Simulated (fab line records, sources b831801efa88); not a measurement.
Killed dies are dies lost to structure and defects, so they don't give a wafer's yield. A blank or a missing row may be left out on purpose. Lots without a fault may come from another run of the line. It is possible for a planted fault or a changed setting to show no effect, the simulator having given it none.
Which tool is to blame? ; flow sky130 ; 30 wafers from 10 lots sampled at 3 of the route's 708 steps

WHAT EACH GAUGE READ, for each wafer
SKY_LOCAL_INTERCONNECT_RS_MEAS_01: measures by four-point-probe.
lot;measured;on;LOCAL_INTERCONNECT_TIN_RS (ohm/sq)
L244;day 30 06:42;film metro-01;13.92 14.10 13.95
L246;day 30 23:41;film metro-01;14.10 13.93 13.97
L247;day 31 07:12;film metro-03;14.03 14.07 14.10
L249;day 31 13:07;film metro-01;14.24 14.03 14.16
L252;day 32 08:06;film metro-01;13.90 13.89 13.97
L256;day 33 20:10;film metro-01;20.04 14.28 20.38 20.05 14.26 20.36
L257;day 34 00:22;film metro-03;20.56 14.12 14.18 20.56 14.14 14.20
L258;day 34 10:50;film metro-01;14.12 14.04 13.86
L261;day 35 10:53;film metro-03;14.13 14.10 14.22
L265;day 36 12:46;film metro-03;13.85 13.96 14.16

WHICH TOOL RAN EACH LOT (tool, then ch and the chambers of the sampled wafers, then the start)
lot;SKY_LI_CONTACT_ETCH_15;SKY_LOCAL_INTERCONNECT_SPUTTER_00
L244;rie diel-01 ch 0,1,3, day 30 05:28;pvd sputter-01, day 30 06:36
L246;rie diel-01 ch 0,1,2, day 30 22:31;pvd sputter-03, day 30 23:38
L247;rie diel-01 ch 0,2,3, day 31 05:58;pvd sputter-01, day 31 07:05
L249;rie diel-03 ch 2,3, day 31 11:55;pvd sputter-01, day 31 13:02
L252;rie diel-03 ch 1,2,3, day 32 06:52;pvd sputter-01, day 32 08:01
L256;rie diel-01 ch 0,3, day 33 18:56;pvd sputter-01, day 33 20:05
L257;rie diel-03 ch 1,2,3, day 33 23:10;pvd sputter-01, day 34 00:18
L258;rie diel-03 ch 1,2, day 34 09:40;pvd sputter-03, day 34 10:47
L261;rie diel-01 ch 0,3, day 35 09:40;pvd sputter-03, day 35 10:47
L265;rie diel-04 ch 0,1, day 36 11:34;pvd sputter-03, day 36 12:42
- SKY_LI_CONTACT_ETCH_15: etches PSG in C4F8/O2/Ar, stops on Si, target depth 600 nm.
- SKY_LOCAL_INTERCONNECT_SPUTTER_00: material TiN, target thk 100 nm, time 83.3 s.

THE ANSWER, worked out from the rows above alone
Rule: the usual values come from the lots themselves. The widest of any qualifying gaps counts: lots, ordered by their means at a reading, are off when they make up no more than a third of the lots, leave a main group of 4 or more, and stand apart from it by 3 or more times the standard deviation of that group's means. Not used: any main group whose means are identical at the precision the tables above print for the reading. Also off: a lot with no number at a reading for which 4 or more lots have one. All remaining lots with rows at the step are treated as sound.
Off: at SKY_LOCAL_INTERCONNECT_RS_MEAS_01 (LOCAL_INTERCONNECT_TIN_RS), L256, L257. The main group has a mean of 14.03 ohm/sq with a standard deviation of 0.075.
A tool fits if, at a process step before that reading, it ran every lot that is off, and no sound lot after the first of them. Gauges at SKY_LOCAL_INTERCONNECT_RS_MEAS_01: tried the same way as those tools. One fits: pvd sputter-01 at SKY_LOCAL_INTERCONNECT_SPUTTER_00. Its last sound lot is L252 (day 32 08:01), its first lot that is off L256 (day 33 20:05): a fault that began between those two fits.

WHAT HAD BEEN PUT IN BY THE SIMULATOR
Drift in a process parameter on pvd sputter-01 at SKY_LOCAL_INTERCONNECT_SPUTTER_00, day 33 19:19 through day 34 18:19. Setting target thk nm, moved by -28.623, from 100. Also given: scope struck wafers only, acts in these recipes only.
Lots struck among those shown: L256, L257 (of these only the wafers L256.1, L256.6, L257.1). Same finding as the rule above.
